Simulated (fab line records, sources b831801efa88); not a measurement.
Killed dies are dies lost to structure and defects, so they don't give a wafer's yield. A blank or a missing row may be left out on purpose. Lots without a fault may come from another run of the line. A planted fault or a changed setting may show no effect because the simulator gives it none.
Problem report in the 8D (eight disciplines) form, filled by code | flow sky130 | the parts of the form that need people (team, actions taken, sign-off) are left out

1. THE PROBLEM
SD_P_OVL at SKY_SD_P_OVL_MEAS_08 reads a mean of -52.6 nm on 9 wafers of 3 lots; wafers without a fault read -0.2 nm with a standard deviation of 1.4. That is -37 standard deviations from the usual mean.
First seen on wafer L349.2, day 28 21:14, on overlay-01. The record holds 39 wafers of 13 lots with a number at this step. Rule for "out", or "out of limits": more than 4 standard deviations from the usual mean. The other wafers with a number count as sound.

2. WHAT IT IS AND WHAT IT IS NOT
question                    | is                     | is not
which readings at this step | SD_P_OVL               | -
which lots                  | L349, L350, L351       | L339, L340, L341, L342, L344, L346, L347, L348, L355, L358
which wafers of those lots  | all that have a number | -
read on which gauges        | overlay-01, overlay-02 | -
when                        | from day 28 21:14      | up to then (24 sound wafers); but 6 sound wafers of L355, L358 came after

3. SUSPECTS, AND WHAT RULES EACH OUT
Counting: a tool at a process step up to the reading stays a suspect if it ran every lot that is out and no sound lot after the first of them.
- the gauge at SKY_SD_P_OVL_MEAS_08: ruled out. The wafers that are out were read on 2 gauges (overlay-01, overlay-02).
- iline_stepper-02 at SKY_SD_P_EXPOSE_04 (exposes mask PSDM, target cd 380 nm): kept. It ran every lot that is out, first L349 (day 28 06:35), and no sound lot after that; its last sound lot up to then is L347 (day 27 18:54).
Left after counting: iline_stepper-02 at SKY_SD_P_EXPOSE_04.

4. THE CAUSE (what the simulator had put in)
Scanner matching overlay: iline_stepper-02, from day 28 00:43 on, at SKY_SD_P_EXPOSE_04. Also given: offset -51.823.
Counting left only this tool.

5. THE CHAIN OF EFFECTS, in route order
Each row: a reading whose mean over the struck wafers that have a number lies more than 3 standard deviations from the usual. Only readings for which the record gives a usual standard deviation are gone through. hours: the time from each lot's start at the first step in this table that gives one to its start at this step, as a median over the lots. sigmas: the change in usual standard deviations.
hours | step                 | reading  | usual   | on struck wafers | change | sigmas
0     | SKY_SD_P_OVL_MEAS_08 | SD_P_OVL | -0.2 nm | -52.6            | -52.4  | -37
Later measuring or inspecting steps at which every struck wafer that the step has a row for has a number for every such reading, and none has moved that far: SKY_SD_N_CD_MEAS_07.

6. WHAT WOULD HAVE CAUGHT IT SOONER
In this record the first reading out of limits at a measuring or inspecting step was taken at day 28 21:14, 21 hours after the fault began at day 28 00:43.
Of the lots that are out (3), L351 began SKY_SD_P_EXPOSE_04 on iline_stepper-02 after day 28 21:14. A hold on the tool at that time would have spared it.
